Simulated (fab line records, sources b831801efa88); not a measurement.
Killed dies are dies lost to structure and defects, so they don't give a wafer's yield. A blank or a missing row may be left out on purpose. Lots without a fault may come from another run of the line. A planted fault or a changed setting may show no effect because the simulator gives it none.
Which tool did it? | flow sky130 | 10 lots, 30 wafers sampled, at 6 steps of a route of 708

WHAT THE GAUGES READ, wafer by wafer
SKY_METAL2_RS_MEAS_05: measures by four-point-probe. Usual: METAL2_ALCU_RS 0.1262 ohm/sq, standard deviation 0.0013.
lot  | measured     | on            | METAL2_ALCU_RS (ohm/sq) | flag
L556 | day 34 12:25 | film_metro-04 | 0.1263 0.1268 0.1262    |
L560 | day 35 15:01 | film_metro-03 | 0.1281 0.1254 0.1258    |
L561 | day 36 10:47 | film_metro-04 | 0.1277 0.1263 0.1265    |
L566 | day 37 10:22 | film_metro-04 | 8.7636 8.7395 8.8081    | OFF
L567 | day 37 22:02 | film_metro-03 | 8.7062 8.6989 8.6661    | OFF
L569 | day 38 13:16 | film_metro-04 | 0.1270 0.1262 0.1244    |
L571 | day 39 09:59 | film_metro-02 | 0.1253 0.1274 0.1251    |
L573 | day 39 18:01 | film_metro-04 | 0.1252 0.1284 0.1260    |
L575 | day 40 06:57 | film_metro-02 | 0.1247 0.1240 0.1245    |
L577 | day 41 05:02 | film_metro-04 | 0.1266 0.1300 0.1273    |

SKY_METAL2_THK_MEAS_06: measures by xrf. Usual: METAL2_ALCU_THK 254 nm, standard deviation 3.2.
lot  | measured     | on            | METAL2_ALCU_THK (nm) | flag
L556 | day 34 12:32 | film_metro-04 | 254 253 254          |
L560 | day 35 15:08 | film_metro-03 | 246 254 253          |
L561 | day 36 10:54 | film_metro-04 | 250 253 253          |
L566 | day 37 10:29 | film_metro-04 | <0 <0 <0             | OFF
L567 | day 37 22:10 | film_metro-03 | <1 <1 <1             | OFF
L569 | day 38 13:22 | film_metro-04 | 253 253 258          |
L571 | day 39 10:05 | film_metro-02 | 259 253 260          |
L573 | day 39 18:08 | film_metro-04 | 254 249 254          |
L575 | day 40 07:04 | film_metro-02 | 256 260 260          |
L577 | day 41 05:08 | film_metro-04 | 254 248 252          |

WHICH TOOL RAN EACH LOT (tool, then ch and the chambers of the sampled wafers, then the start)
lot  | SKY_VIA1_STRIP_16                    | SKY_VIA1_CVD_21               | SKY_VIA1_CMP_24               | SKY_METAL2_SPUTTER_02
L556 | plasma_asher-01 ch 0, day 34 11:03   | cvd_w-02 ch 0,1, day 34 11:42 | cmp-02 ch 0,1,2, day 34 12:04 | pvd_sputter-02, day 34 12:19
L560 | plasma_asher-02 ch 0,1, day 35 13:40 | cvd_w-02 ch 0,1, day 35 14:19 | cmp-02 ch 0,1,3, day 35 14:35 | pvd_sputter-02, day 35 14:56
L561 | plasma_asher-02 ch 0,1, day 36 09:25 | cvd_w-01 ch 0,1, day 36 10:04 | cmp-01 ch 0,1,2, day 36 10:20 | pvd_sputter-02, day 36 10:41
L566 | plasma_asher-02 ch 0,1, day 37 09:01 | cvd_w-01 ch 0,1, day 37 09:40 | cmp-02 ch 2,3, day 37 09:56   | pvd_sputter-01, day 37 10:17
L567 | plasma_asher-02 ch 0,1, day 37 20:40 | cvd_w-01 ch 0,1, day 37 21:19 | cmp-01 ch 1,2, day 37 21:39   | pvd_sputter-02, day 37 21:56
L569 | plasma_asher-01 ch 0, day 38 11:52   | cvd_w-02 ch 0, day 38 12:32   | cmp-01 ch 0,3, day 38 12:51   | pvd_sputter-01, day 38 13:09
L571 | plasma_asher-02 ch 0,1, day 39 08:31 | cvd_w-01 ch 1, day 39 09:15   | cmp-01 ch 0,2,3, day 39 09:37 | pvd_sputter-02, day 39 09:52
L573 | plasma_asher-02 ch 0,1, day 39 16:39 | cvd_w-01 ch 1, day 39 17:19   | cmp-01 ch 0,2, day 39 17:38   | pvd_sputter-01, day 39 17:56
L575 | plasma_asher-02 ch 0,1, day 40 05:33 | cvd_w-02 ch 0,1, day 40 06:14 | cmp-01 ch 0,3, day 40 06:31   | pvd_sputter-02, day 40 06:51
L577 | plasma_asher-04 ch 0,1, day 41 03:39 | cvd_w-02 ch 0,1, day 41 04:18 | cmp-01 ch 1,2, day 41 04:36   | pvd_sputter-01, day 41 04:53
- SKY_VIA1_STRIP_16: strips in O2/N2.
- SKY_VIA1_CVD_21: deposits W, target thk 270 nm, time 80.902 s.
- SKY_VIA1_CMP_24: polishes, stops on SiO2, t overpolish 15 s, target thk 0 nm.
- SKY_METAL2_SPUTTER_02: material AlCu, target thk 250 nm, time 13.3 s.

WHAT THE TOOLS THEMSELVES READ (means of the sampled wafers that have a number; where no wafer has one, the mark that the record gives instead)
SKY_VIA1_STRIP_16. Usual: chamber_pressure_mTorr 1500.0 mTorr, standard deviation 1.4; drypump_motor_current_A 5.76 A, standard deviation 0.23; oes_product_au 0.416 a.u., standard deviation 0.0046; strip_time_to_endpoint_s 4.459 s, standard deviation 0.026.
lot  | tool            | chamber_pressure_mTorr (mTorr) | drypump_motor_current_A (A) | oes_product_au (a.u.) | strip_time_to_endpoint_s (s) | flag
L556 | plasma_asher-01 | 1500.6                         | 5.97                        | 0.418                 | 4.486                        |
L560 | plasma_asher-02 | 1498.4                         | 5.69                        | 0.420                 | 4.438                        |
L561 | plasma_asher-02 | 1499.4                         | 5.68                        | 0.412                 | 4.460                        |
L566 | plasma_asher-02 | 1499.1                         | 5.71                        | 0.415                 | 4.489                        |
L567 | plasma_asher-02 | 1499.7                         | 5.88                        | 0.414                 | 4.483                        |
L569 | plasma_asher-01 | 1499.4                         | 6.00                        | 0.419                 | 4.437                        |
L571 | plasma_asher-02 | 1501.5                         | 5.89                        | 0.412                 | 4.444                        |
L573 | plasma_asher-02 | 1500.8                         | 5.68                        | 0.412                 | 4.465                        |
L575 | plasma_asher-02 | 1500.3                         | 5.91                        | 0.419                 | 4.461                        |
L577 | plasma_asher-04 | 1499.1                         | 5.64                        | 0.418                 | 4.440                        |

SKY_VIA1_CVD_21. Usual: chamber_pressure_Torr 40.01 Torr, standard deviation 0.098; heater_power_w 872 W, standard deviation 120.
lot  | tool     | chamber_pressure_Torr (Torr) | heater_power_w (W) | flag
L556 | cvd_w-02 | 40.01                        | 767                |
L560 | cvd_w-02 | 40.22                        | 770                |
L561 | cvd_w-01 | 40.03                        | 987                |
L566 | cvd_w-01 | 39.97                        | 940                |
L567 | cvd_w-01 | 39.96                        | 999                |
L569 | cvd_w-02 | 40.04                        | 699                |
L571 | cvd_w-01 | 39.98                        | 960                |
L573 | cvd_w-01 | 40.15                        | 986                |
L575 | cvd_w-02 | 40.05                        | 775                |
L577 | cvd_w-02 | 39.99                        | 827                |

SKY_VIA1_CMP_24. Usual: edge_zone_pressure_frac 1.000, standard deviation 0.0048; motor_current_A 11.6 A, standard deviation 1.1; overpolish_run_s 15.000 s, standard deviation 0.0085; time_to_endpoint_s 67 s, standard deviation 3.
lot  | tool   | edge_zone_pressure_frac | motor_current_A (A) | overpolish_run_s (s) | time_to_endpoint_s (s) | flag
L556 | cmp-02 | 1.004                   | 11.7                | 14.993               | 67                     |
L560 | cmp-02 | 1.000                   | 11.9                | 15.005               | 68                     |
L561 | cmp-01 | 0.998                   | 11.5                | 15.004               | 63                     |
L566 | cmp-02 | 0.997                   | 12.8                | 14.995               | 66                     |
L567 | cmp-01 | 0.992                   | 12.5                | 15.004               | 68                     |
L569 | cmp-01 | 1.000                   | 10.9                | 15.000               | 69                     |
L571 | cmp-01 | 0.995                   | 11.4                | 14.996               | 65                     |
L573 | cmp-01 | 1.003                   | 11.8                | 15.008               | 64                     |
L575 | cmp-01 | 1.005                   | 10.6                | 14.991               | 70                     |
L577 | cmp-01 | 0.997                   | 11.8                | 14.999               | 65                     |

SKY_METAL2_SPUTTER_02. Usual: cathode_dc_power_W 10600 W, standard deviation 1.7; chamber_pressure_pa 0.4001 Pa, standard deviation 0.00077; throttle_valve_pct 30.4 %, standard deviation 1.5.
lot  | tool           | cathode_dc_power_W (W) | chamber_pressure_pa (Pa) | throttle_valve_pct (%) | flag
L556 | pvd_sputter-02 | 10599                  | 0.3994                   | 29.1                   |
L560 | pvd_sputter-02 | 10600                  | 0.3996                   | 31.4                   |
L561 | pvd_sputter-02 | 10601                  | 0.4000                   | 29.0                   |
L566 | pvd_sputter-01 | -                      | -                        | -                      | OFF
L567 | pvd_sputter-02 | -                      | -                        | -                      | OFF
L569 | pvd_sputter-01 | 10598                  | 0.4000                   | 30.7                   |
L571 | pvd_sputter-02 | 10598                  | 0.4006                   | 31.4                   |
L573 | pvd_sputter-01 | 10601                  | 0.4008                   | 31.6                   |
L575 | pvd_sputter-02 | 10601                  | 0.3997                   | 30.1                   |
L577 | pvd_sputter-01 | 10600                  | 0.3998                   | 31.6                   |

THE ANSWER, worked out from the rows above alone
Rule: a lot is off if the mean of its wafers that have a number lies more than 3 standard deviations from the usual mean. A lot without any number at a reading at which 4 lots or more have one is off too. The other lots that the step has rows for count as sound. The gauges are gone through in route order, then the tools' own readings, and for those a lot's mean is taken as printed above. The first step at which some lot is off is used, and at that step the reading that is off furthest; a lot without a number counts as furthest.
Off: L566, L567, at SKY_METAL2_RS_MEAS_05 (METAL2_ALCU_RS).
A tool fits if, at a process step before that reading, it ran every lot that is off, and no sound lot after the first of them. The gauges at SKY_METAL2_RS_MEAS_05 aren't tried: what is off there is off at SKY_METAL2_SPUTTER_02 too, on other tools, and a gauge's error can't cause that. None of those tried fits.

WHAT THE SIMULATOR HAD PUT IN
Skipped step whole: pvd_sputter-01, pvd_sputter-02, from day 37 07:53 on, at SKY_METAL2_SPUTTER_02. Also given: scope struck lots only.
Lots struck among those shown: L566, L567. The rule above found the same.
